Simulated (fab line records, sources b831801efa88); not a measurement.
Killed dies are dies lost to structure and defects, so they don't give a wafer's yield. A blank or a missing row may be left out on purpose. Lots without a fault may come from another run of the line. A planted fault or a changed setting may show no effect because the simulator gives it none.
Which tool did it? | flow gf180mcu | 11 lots, 33 wafers sampled, at 4 steps of a route of 602

WHAT THE GAUGES READ, wafer by wafer
GF_V1_THK_MEAS_01. Usual: V1_CVD_00_THK 599 nm, standard deviation 6.6.
lot  | measured     | on            | V1_CVD_00_THK (nm) | flag
L482 | day 18 04:44 | film_metro-01 | 604 592 593        |
L486 | day 19 02:11 | film_metro-03 | 592 593 594        |
L489 | day 19 17:26 | film_metro-03 | 599 593 602        |
L487 | day 19 19:29 | film_metro-03 | 608 606 593        |
L495 | day 22 16:18 | film_metro-03 | 601 606 607        |
L496 | day 22 17:24 | film_metro-01 | 596 598 601        |
L498 | day 23 12:17 | film_metro-01 | 602 595 608        |
L499 | day 23 16:32 | film_metro-04 | 608 600 610        |
L500 | day 24 02:28 | film_metro-01 | 600 606 605        |
L501 | day 24 11:05 | film_metro-04 | 607 596 605        |
L502 | day 24 13:38 | film_metro-03 | 602 601 606        |

GF_V1_RS_MEAS_24: measures by four-point-probe. Usual: V1_W_RS 0.328 ohm/sq, standard deviation 0.0046.
lot  | measured     | on            | V1_W_RS (ohm/sq)                    | flag
L482 | day 19 06:35 | film_metro-04 | 0.328 0.320 0.329                   |
L486 | day 20 04:36 | film_metro-03 | 0.330 0.330 0.329                   |
L489 | day 20 19:33 | film_metro-03 | 0.328 0.326 0.325                   |
L487 | day 20 21:38 | film_metro-03 | 0.325 0.326 0.324                   |
L495 | day 23 16:41 | film_metro-03 | 0.338 0.334 0.337 0.338 0.335 0.336 |
L496 | day 23 17:14 | film_metro-01 | 0.329 0.329 0.327                   |
L498 | day 24 11:52 | film_metro-01 | 0.323 0.319 0.321                   |
L499 | day 24 16:03 | film_metro-01 | 0.321 0.322 0.320                   |
L500 | day 25 01:51 | film_metro-03 | 0.327 0.336 0.324                   |
L501 | day 25 09:41 | film_metro-04 | 0.333 0.325 0.328                   |
L502 | day 25 12:21 | film_metro-01 | 0.318 0.324 0.319                   |

WHICH TOOL RAN EACH LOT (tool, then ch and the chambers of the sampled wafers, then the start)
lot  | GF_V1_CMP_04                  | GF_V1_SPUTTER_21
L482 | cmp-02 ch 0,1,3, day 18 05:01 | pvd_sputter-04, day 19 06:23
L486 | cmp-02 ch 0,2,3, day 19 02:25 | pvd_sputter-04, day 20 04:23
L489 | cmp-01 ch 0,3, day 19 17:45   | pvd_sputter-02, day 20 19:18
L487 | cmp-01 ch 0,3, day 19 19:42   | pvd_sputter-04, day 20 21:23
L495 | cmp-01 ch 1,2,3, day 22 16:29 | pvd_sputter-02, day 23 16:28
L496 | cmp-01 ch 1,3, day 22 17:35   | pvd_sputter-03, day 23 17:02
L498 | cmp-02 ch 1,3, day 23 12:31   | pvd_sputter-04, day 24 11:37
L499 | cmp-01 ch 0,2,3, day 23 16:49 | pvd_sputter-04, day 24 15:49
L500 | cmp-01 ch 1,2, day 24 02:39   | pvd_sputter-02, day 25 01:38
L501 | cmp-01 ch 0,1,2, day 24 11:22 | pvd_sputter-02, day 25 09:26
L502 | cmp-02 ch 0,1,3, day 24 13:50 | pvd_sputter-04, day 25 12:08
- GF_V1_CMP_04: polishes SiO2.
- GF_V1_SPUTTER_21: material Ti, target thk 15 nm, time 80.02 s.

WHAT THE TOOLS THEMSELVES READ (means of the sampled wafers that have a number; where no wafer has one, the mark that the record gives instead)
GF_V1_CMP_04. Usual: motor_current_A 13.0 A, standard deviation 1.8; slurry_filter_dp_kPa 13.52 kPa, standard deviation 0.14; time_to_endpoint_s 82 s, standard deviation 6.8.
lot  | tool   | motor_current_A (A) | slurry_filter_dp_kPa (kPa) | time_to_endpoint_s (s) | flag
L482 | cmp-02 | 12.9                | 13.49                      | 86                     |
L486 | cmp-02 | 15.1                | 13.52                      | 88                     |
L489 | cmp-01 | 12.3                | 13.60                      | 75                     |
L487 | cmp-01 | 12.7                | 13.64                      | 75                     |
L495 | cmp-01 | 12.3                | 13.59                      | 82                     |
L496 | cmp-01 | 12.7                | 13.39                      | 83                     |
L498 | cmp-02 | 13.1                | 13.62                      | 87                     |
L499 | cmp-01 | 12.3                | 13.55                      | 80                     |
L500 | cmp-01 | 12.6                | 13.52                      | 79                     |
L501 | cmp-01 | 12.1                | 13.54                      | 82                     |
L502 | cmp-02 | 12.9                | 13.42                      | 83                     |

GF_V1_SPUTTER_21. Usual: cathode_dc_power_W 2500.0 W, standard deviation 0.42; chamber_pressure_pa 4.999 Pa, standard deviation 0.0091; throttle_valve_pct 29.8 %, standard deviation 1.2.
lot  | tool           | cathode_dc_power_W (W) | chamber_pressure_pa (Pa) | throttle_valve_pct (%) | flag
L482 | pvd_sputter-04 | 2500.4                 | 4.995                    | 30.3                   |
L486 | pvd_sputter-04 | 2500.2                 | 4.992                    | 29.9                   |
L489 | pvd_sputter-02 | 2499.7                 | 4.997                    | 30.3                   |
L487 | pvd_sputter-04 | 2499.8                 | 5.005                    | 29.5                   |
L495 | pvd_sputter-02 | -                      | -                        | -                      | OFF
L496 | pvd_sputter-03 | -                      | -                        | -                      | OFF
L498 | pvd_sputter-04 | 2499.6                 | 5.000                    | 28.7                   |
L499 | pvd_sputter-04 | 2499.9                 | 5.004                    | 29.2                   |
L500 | pvd_sputter-02 | 2499.8                 | 4.986                    | 31.3                   |
L501 | pvd_sputter-02 | 2500.0                 | 5.001                    | 30.3                   |
L502 | pvd_sputter-04 | 2499.9                 | 5.001                    | 28.9                   |

THE ANSWER, worked out from the rows above alone
Rule: a lot is off if the mean of its wafers that have a number lies more than 3 standard deviations from the usual mean. A lot without any number at a reading at which 4 lots or more have one is off too. The other lots that the step has rows for count as sound. The gauges are gone through in route order, then the tools' own readings, and for those a lot's mean is taken as printed above. The first step at which some lot is off is used, and at that step the reading that is off furthest; a lot without a number counts as furthest.
Off: L495, L496, at GF_V1_SPUTTER_21 (cathode_dc_power_W). Without a number there: L495, L496.
A tool fits if, at that step or a process step before it, it ran every lot that is off, and no sound lot after the first of them. None of those tried fits.

WHAT THE SIMULATOR HAD PUT IN
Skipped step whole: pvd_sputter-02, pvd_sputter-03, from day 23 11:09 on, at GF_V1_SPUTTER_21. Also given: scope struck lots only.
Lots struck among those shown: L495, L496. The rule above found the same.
